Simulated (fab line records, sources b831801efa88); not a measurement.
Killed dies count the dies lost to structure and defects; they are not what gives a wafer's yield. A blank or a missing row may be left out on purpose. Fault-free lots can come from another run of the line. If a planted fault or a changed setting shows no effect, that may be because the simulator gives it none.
fab line records ; flow sky130
record lots=12; wafers=36; last-day=50
route steps=708 shown METAL1@450 VIA2@509 PAD_OPEN@708
lots untouched by any fault: they come from a run of this same line in which no faults occurred
start-h: start of the lot's first displayed wafer, in hours after the record's first day ; wait-h: hours from the lot's prior step to this one ; " unchanged from the row above ; L1.1+2: a single row standing in for several wafers ; - value missing, or start not given ; * or withheld: withheld ; < > ~ a bound
route shown NAME@n: names a module that has steps shown in the file, with the first one's number in the route ; usual: mean/standard deviation of fault-free wafers ; same: alike in all rows ; chamber/n: place in a boat ; sites: the reading at each site ; _std_site: how widely they spread, as a standard deviation ; _edge_site: inner sites' mean taken away from outer sites' mean ; radius-mm: how far each site lies from the wafer's centre ; mask NAME#n: copy n ; behind: the last tool/chamber to shape the wafer ; hold: why the lot went on hold/how many hours it stayed there/how the hold came to an end ; device: transistor that didn't switch, given as n, p or np ; end of line: the tests these same wafers got at the end of their route ; where a step has no rows: the recipe by itself ; killed: dies that structure and defects cost at the first sort, which is not the same as the wafer's yield ; map: a wafer's dies, marking killed ones x, the rest . and places with no die _
set.NAME: the run value of the setting; set.NAME@STEP: its run value at that earlier step ; model.NAME: the simulator's own value behind a step, which no gauge read
one table for each step of the route and one row for each wafer, over a sample of lots
services: from which hour (start-h, from the record's first day; less than 0 if before it) a tool's chamber was out of use, for how many hours, and why
## steps
# step SKY_METAL1_OVL_MEAS_16
# usual METAL1_OVL=0/5.5
lot.wafer;tool;chamber;start-h;wait-h;METAL1_OVL[nm]
L781.2;overlay-02;-;765.00;0.1;-6
L781.4;overlay-02;-;765.00;0.1;-5
L781.6;overlay-02;-;765.00;0.1;-11
L784.1;overlay-01;-;784.35;0.1;6
L784.3;overlay-01;-;784.35;0.1;1
L784.5;overlay-01;-;784.35;0.1;3
L786.2;overlay-01;-;799.16;0.1;2
L786.3;overlay-01;-;799.16;0.1;7
L786.6;overlay-01;-;799.16;0.1;-1
L788.3;overlay-02;-;820.01;0.1;1
L788.5;overlay-02;-;820.01;0.1;0
L788.6;overlay-02;-;820.01;0.1;0
L789.1;overlay-01;-;825.81;0.1;3
L789.2;overlay-01;-;825.81;0.1;-9
L789.4;overlay-01;-;825.81;0.1;-7
L790.2;overlay-01;-;836.01;0.1;4
L790.4;overlay-01;-;836.01;0.1;4
L790.5;overlay-01;-;836.01;0.1;7
L792.2;overlay-02;-;852.62;0.1;-5
L792.3;overlay-02;-;852.62;0.1;6
L792.4;overlay-02;-;852.62;0.1;4
L793.1;overlay-01;-;856.05;0.1;2
L793.2;overlay-01;-;856.05;0.1;-1
L793.3;overlay-01;-;856.05;0.1;8
L795.3;overlay-01;-;870.11;0.1;4
L795.4;overlay-01;-;870.11;0.1;5
L795.6;overlay-01;-;870.11;0.1;4
L797.2;overlay-02;-;890.87;0.1;-6
L797.3;overlay-02;-;890.87;0.1;-4
L797.4;overlay-02;-;890.87;0.1;-12
L800.1;overlay-01;-;911.95;0.1;-13
L800.2;overlay-01;-;911.95;0.1;-12
L800.4;overlay-01;-;911.95;0.1;-8
L804.2;overlay-01;-;937.91;0.1;0
L804.5;overlay-01;-;937.91;0.1;-9
L804.6;overlay-01;-;937.91;0.1;0
# step SKY_VIA2_CMP_02
# recipe material=SiO2; down-force-psi=4; platen-rpm=60; pad-velocity-m-s=0.94248
# usual head-pressure-psi=4.000/0.0088; motor-current-A=12.6/1.2; platen-rpm=60.00/0.041
lot.wafer;tool;chamber;start-h;wait-h;head-pressure-psi;motor-current-A;platen-rpm
L781.2;cmp-02;3;822.81;0.0;3.989;12.1;60.06
L781.4;cmp-02;0;822.81;0.0;4.008;13.5;60.01
L781.6;cmp-02;0;822.81;0.0;4.005;14.1;59.96
L784.3;cmp-01;1;840.58;0.4;3.998;11.9;60.00
L784.1;cmp-01;2;840.58;0.4;3.985;11.1;59.98
L784.5;cmp-01;0;840.58;0.4;3.989;12.9;60.03
L786.3;cmp-02;1;856.07;0.1;3.995;11.7;59.96
L786.2;cmp-02;3;856.07;0.1;4.014;11.5;59.93
L786.6;cmp-02;0;856.07;0.1;4.006;13.1;60.03
L788.3;cmp-02;1;876.66;0.0;4.003;12.4;59.96
L788.5;cmp-02;1;876.66;0.0;3.995;12.0;59.91
L788.6;cmp-02;2;876.66;0.0;3.992;14.5;60.06
L789.2;cmp-02;0;882.40;0.1;4.012;13.0;59.96
L789.4;cmp-02;1;882.40;0.1;4.006;11.7;59.96
L789.1;cmp-02;2;882.40;0.1;3.993;13.8;60.00
L790.4;cmp-01;0;891.51;0.1;4.015;14.9;59.97
L790.2;cmp-01;1;891.51;0.1;4.015;11.8;59.97
L790.5;cmp-01;3;891.51;0.1;3.993;11.4;59.96
L792.4;cmp-01;1;909.23;0.5;4.010;11.5;60.02
L792.2;cmp-01;2;909.23;0.5;4.005;10.9;59.97
L792.3;cmp-01;3;909.23;0.5;3.996;11.3;60.01
L793.2;cmp-02;0;912.20;0.1;4.007;13.3;59.98
L793.1;cmp-02;1;912.20;0.1;4.003;12.3;59.95
L793.3;cmp-02;2;912.20;0.1;3.992;13.7;59.96
L795.3;cmp-02;3;924.89;0.1;3.991;12.5;59.95
L795.4;cmp-02;0;924.89;0.1;4.008;13.2;59.98
L795.6;cmp-02;2;924.89;0.1;4.002;14.1;59.95
L797.3;cmp-02;2;945.09;0.4;3.991;14.7;60.02
L797.2;cmp-02;3;945.09;0.4;3.990;12.4;59.98
L797.4;cmp-02;1;945.09;0.4;3.989;11.8;53.94
L800.1;cmp-01;2;965.32;0.1;4.006;10.6;60.01
L800.2;cmp-01;3;965.32;0.1;4.002;11.6;60.04
L800.4;cmp-01;0;965.32;0.1;3.992;13.8;60.00
L804.2;cmp-01;2;991.42;0.2;3.996;11.1;59.97
L804.5;cmp-01;3;991.42;0.2;4.000;11.5;59.99
L804.6;cmp-01;0;991.42;0.2;4.010;13.5;60.02
# step SKY_VIA2_SPUTTER_20
# recipe material=TiN; target-thk-nm=20; chamber-pressure-pa=5; power-w=4000; time-s=80
# usual throttle-valve-pct=30.3/0.66
lot.wafer;tool;chamber;start-h;wait-h;throttle-valve-pct
L781.2;pvd-sputter-03;-;850.36;0.0;29.1
L781.4;pvd-sputter-03;-;850.36;0.0;31.4
L781.6;pvd-sputter-03;-;850.36;0.0;30.7
L784.1;pvd-sputter-03;-;868.07;0.0;30.8
L784.3;pvd-sputter-03;-;868.07;0.0;30.4
L784.5;pvd-sputter-03;-;868.07;0.0;31.5
L786.2;pvd-sputter-03;-;883.10;0.0;30.6
L786.3;pvd-sputter-03;-;883.10;0.0;31.4
L786.6;pvd-sputter-03;-;883.10;0.0;31.4
L788.3;pvd-sputter-04;-;903.88;0.0;29.1
L788.5;pvd-sputter-04;-;903.88;0.0;30.1
L788.6;pvd-sputter-04;-;903.88;0.0;30.4
L789.1;pvd-sputter-02;-;908.99;0.0;29.8
L789.2;pvd-sputter-02;-;908.99;0.0;30.1
L789.4;pvd-sputter-02;-;908.99;0.0;31.0
L790.2;pvd-sputter-03;-;917.44;0.0;30.4
L790.4;pvd-sputter-03;-;917.44;0.0;31.3
L790.5;pvd-sputter-03;-;917.44;0.0;30.5
L792.2;pvd-sputter-03;-;934.58;0.0;29.2
L792.3;pvd-sputter-03;-;934.58;0.0;30.7
L792.4;pvd-sputter-03;-;934.58;0.0;31.2
L793.1;pvd-sputter-02;-;937.74;0.0;31.0
L793.2;pvd-sputter-02;-;937.74;0.0;30.0
L793.3;pvd-sputter-02;-;937.74;0.0;30.5
L795.3;pvd-sputter-03;-;950.82;0.0;30.9
L795.4;pvd-sputter-03;-;950.82;0.0;30.3
L795.6;pvd-sputter-03;-;950.82;0.0;30.7
L797.2;pvd-sputter-02;-;970.30;0.0;31.0
L797.3;pvd-sputter-02;-;970.30;0.0;29.9
L797.4;pvd-sputter-02;-;970.30;0.0;29.9
L800.1;pvd-sputter-04;-;991.88;0.0;30.7
L800.2;pvd-sputter-04;-;991.88;0.0;29.9
L800.4;pvd-sputter-04;-;991.88;0.0;30.3
L804.2;pvd-sputter-04;-;1015.73;0.0;30.6
L804.5;pvd-sputter-04;-;1015.73;0.0;30.1
L804.6;pvd-sputter-04;-;1015.73;0.0;30.3
# step SKY_VIA2_THK_MEAS_23
# recipe thk-meas-gauge=xrf; reads=W_of_VIA2_CVD_21
# usual VIA2_W_THK=414/9.9
lot.wafer;tool;chamber;start-h;wait-h;VIA2_W_THK[nm]
L781.2;film-metro-03;-;850.68;0.1;415
L781.4;film-metro-03;-;850.68;0.1;420
L781.6;film-metro-03;-;850.68;0.1;417
L784.1;film-metro-03;-;868.38;0.1;409
L784.3;film-metro-03;-;868.38;0.1;409
L784.5;film-metro-03;-;868.38;0.1;419
L786.2;film-metro-01;-;883.42;0.1;398
L786.3;film-metro-01;-;883.42;0.1;410
L786.6;film-metro-01;-;883.42;0.1;410
L788.3;film-metro-01;-;904.21;0.1;401
L788.5;film-metro-01;-;904.21;0.1;414
L788.6;film-metro-01;-;904.21;0.1;405
L789.1;film-metro-01;-;909.30;0.1;406
L789.2;film-metro-01;-;909.30;0.1;418
L789.4;film-metro-01;-;909.30;0.1;407
L790.2;film-metro-01;-;917.76;0.1;402
L790.4;film-metro-01;-;917.76;0.1;402
L790.5;film-metro-01;-;917.76;0.1;403
L792.2;film-metro-02;-;934.90;0.1;431
L792.3;film-metro-02;-;934.90;0.1;432
L792.4;film-metro-02;-;934.90;0.1;423
L793.1;film-metro-02;-;938.05;0.1;419
L793.2;film-metro-02;-;938.05;0.1;424
L793.3;film-metro-02;-;938.05;0.1;419
L795.3;film-metro-01;-;951.15;0.1;405
L795.4;film-metro-01;-;951.15;0.1;398
L795.6;film-metro-01;-;951.15;0.1;405
L797.2;film-metro-03;-;970.62;0.1;419
L797.3;film-metro-03;-;970.62;0.1;426
L797.4;film-metro-03;-;970.62;0.1;422
L800.1;film-metro-02;-;992.19;0.1;424
L800.2;film-metro-02;-;992.19;0.1;418
L800.4;film-metro-02;-;992.19;0.1;423
L804.2;film-metro-02;-;1016.05;0.1;431
L804.5;film-metro-02;-;1016.05;0.1;430
L804.6;film-metro-02;-;1016.05;0.1;435
# step SKY_PAD_OPEN_PROBE_99
# usual defect-limited-yield=82.4/1.8; killed_at_M0_to_M3=44/7.2; killed_at_M4_up=3.5/1.8; killed-at-contacts=25/5.1; killed-at-front-end=14/4.4; killed-at-other=0.4/0.58; killed-dies=87/9.1; killed-open=48/6.9; killed-short=38/6.3; sort_bin_3_pad_short=0.9/0.43; sort_bin_5_function=10.5/1.5; sort_bin_6_memory=6.3/1.1; sort-n-pass=405/9.1; sort-yield-pct=82.4/1.8
# same gross-dies=492; killed-at-back-side=0; sort_bin_4_leakage[%]=0; sort_bin_8_speed[%]=0
lot.wafer;tool;chamber;start-h;wait-h;defect-limited-yield[%];killed_at_M0_to_M3;killed_at_M4_up;killed-at-contacts;killed-at-front-end;killed-at-other;killed-dies;killed-open;killed-short;sort_bin_3_pad_short[%];sort_bin_5_function[%];sort_bin_6_memory[%];sort-n-pass;sort-yield-pct[%]
L790.2;prober-01;-;1131.41;0.1;84.1;46;2;15;15;0;78;46;32;0.8;11.4;3.7;414;84.1
L790.4;prober-01;-;1131.51;0.2;82.7;39;1;26;19;0;85;47;38;0.4;12.0;4.9;407;82.7
L790.5;prober-01;-;1131.56;0.2;81.1;43;2;30;17;1;93;51;41;0.8;10.6;7.5;399;81.1
L795.3;prober-01;-;1157.64;0.2;83.7;37;4;26;13;0;80;44;36;0.6;10.4;5.3;412;83.7
L795.4;prober-01;-;1157.69;0.2;78.9;49;4;25;26;0;104;51;51;1.4;12.8;6.9;388;78.9
L795.6;prober-01;-;1157.79;0.2;79.7;62;3;23;12;0;100;59;41;0.4;11.4;8.5;392;79.7
# killed by level:class
L790.2 VIA2:geometric-particle:open=12 VIA3:geometric-particle:open=9 VIA1:geometric-particle:open=6 FIELD_ISO:geometric-particle:open=5 LOCAL_INTERCONNECT:geometric-particle:short=5 CONTACT:geometric-particle:open=4 VIA3:geometric-particle:short=4 VIA1:geometric-particle:short=4
L790.4 VIA1:geometric-particle:open=9 METAL2:geometric-particle:short=8 CONTACT:geometric-particle:open=7 FIELD_ISO:geometric-particle:open=6 LI_CONTACT:geometric-particle:open=6 VIA3:geometric-particle:open=5 CONTACT:geometric-particle:short=5 VIA2:geometric-particle:open=5
L790.5 CONTACT:geometric-particle:open=12 VIA1:geometric-particle:open=9 CONTACT:geometric-particle:short=8 LOCAL_INTERCONNECT:geometric-particle:short=6 VIA3:geometric-particle:open=6 METAL3:geometric-particle:short=6 FIELD_ISO:geometric-particle:open=5 VIA2:geometric-particle:open=5
L795.3 LI_CONTACT:geometric-particle:open=9 METAL1:geometric-particle:short=7 VIA1:geometric-particle:open=7 CONTACT:geometric-particle:open=6 VIA3:geometric-particle:open=6 FIELD_ISO:geometric-particle:short=4 POLY_GATE:geometric-particle:short=4 LOCAL_INTERCONNECT:geometric-particle:short=4
L795.4 VIA1:geometric-particle:open=11 CONTACT:geometric-particle:open=10 FIELD_ISO:geometric-particle:short=9 FIELD_ISO:geometric-particle:open=6 CONTACT:geometric-particle:short=6 VIA2:geometric-particle:open=6 LOCAL_INTERCONNECT:geometric-particle:short=5 METAL1:geometric-particle:short=5
L795.6 VIA3:geometric-particle:open=14 CONTACT:geometric-particle:open=13 VIA2:geometric-particle:open=10 METAL1:geometric-particle:short=10 VIA1:geometric-particle:open=8 LI_CONTACT:geometric-particle:open=6 METAL2:geometric-particle:short=5 VIA2:geometric-particle:short=5
## services
tool;chamber;start-h;hours;kind
cmp-01;-;807.60;0.4;repair
cmp-02;-;811.84;2.3;repair
pvd-sputter-02;-;815.19;4.5;repair
cmp-01;-;822.49;15.5;pm
cmp-02;-;838.15;7.0;pm
cmp-01;-;852.07;6.3;repair
cmp-01;-;854.87;1.4;repair
pvd-sputter-02;-;856.05;1.2;repair
cmp-02;-;860.16;3.2;pm
pvd-sputter-02;-;872.16;27.3;repair
pvd-sputter-03;-;884.25;2.4;repair
cmp-02;-;907.59;3.9;repair
cmp-01;-;912.12;4.0;pm
cmp-01;-;916.12;-;consumable-replace:conditioner
cmp-01;-;916.12;-;consumable-replace:pad
cmp-01;-;937.70;15.6;repair
cmp-01;-;943.40;0.6;repair
cmp-01;-;967.69;0.7;repair
cmp-02;-;971.85;2.5;repair
pvd-sputter-02;-;991.31;4.6;repair
cmp-02;-;999.34;0.9;repair
pvd-sputter-04;-;1011.24;4.4;repair
## key
first-sign step=SKY_VIA2_CMP_02; reading=platen-rpm; direction=down; sigmas=99+; usual=60.00; struck=53.94
effect none on later readings
met-at SKY_VIA2_CMP_02
struck-lots L797
struck-wafers L797.4
not-acting-at SKY_METAL1_OVL_MEAS_16,SKY_VIA2_SPUTTER_20,SKY_VIA2_THK_MEAS_23
onset-between 912.20 945.09
fault kind=process-parameter-drift; tool=cmp-02; chamber=1; onset-h=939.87; steps=SKY_VIA2_CMP_02; channel=platen-rpm; offset=-6; shape=step; end-h=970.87; acts-in=these-recipes-only; stated=60
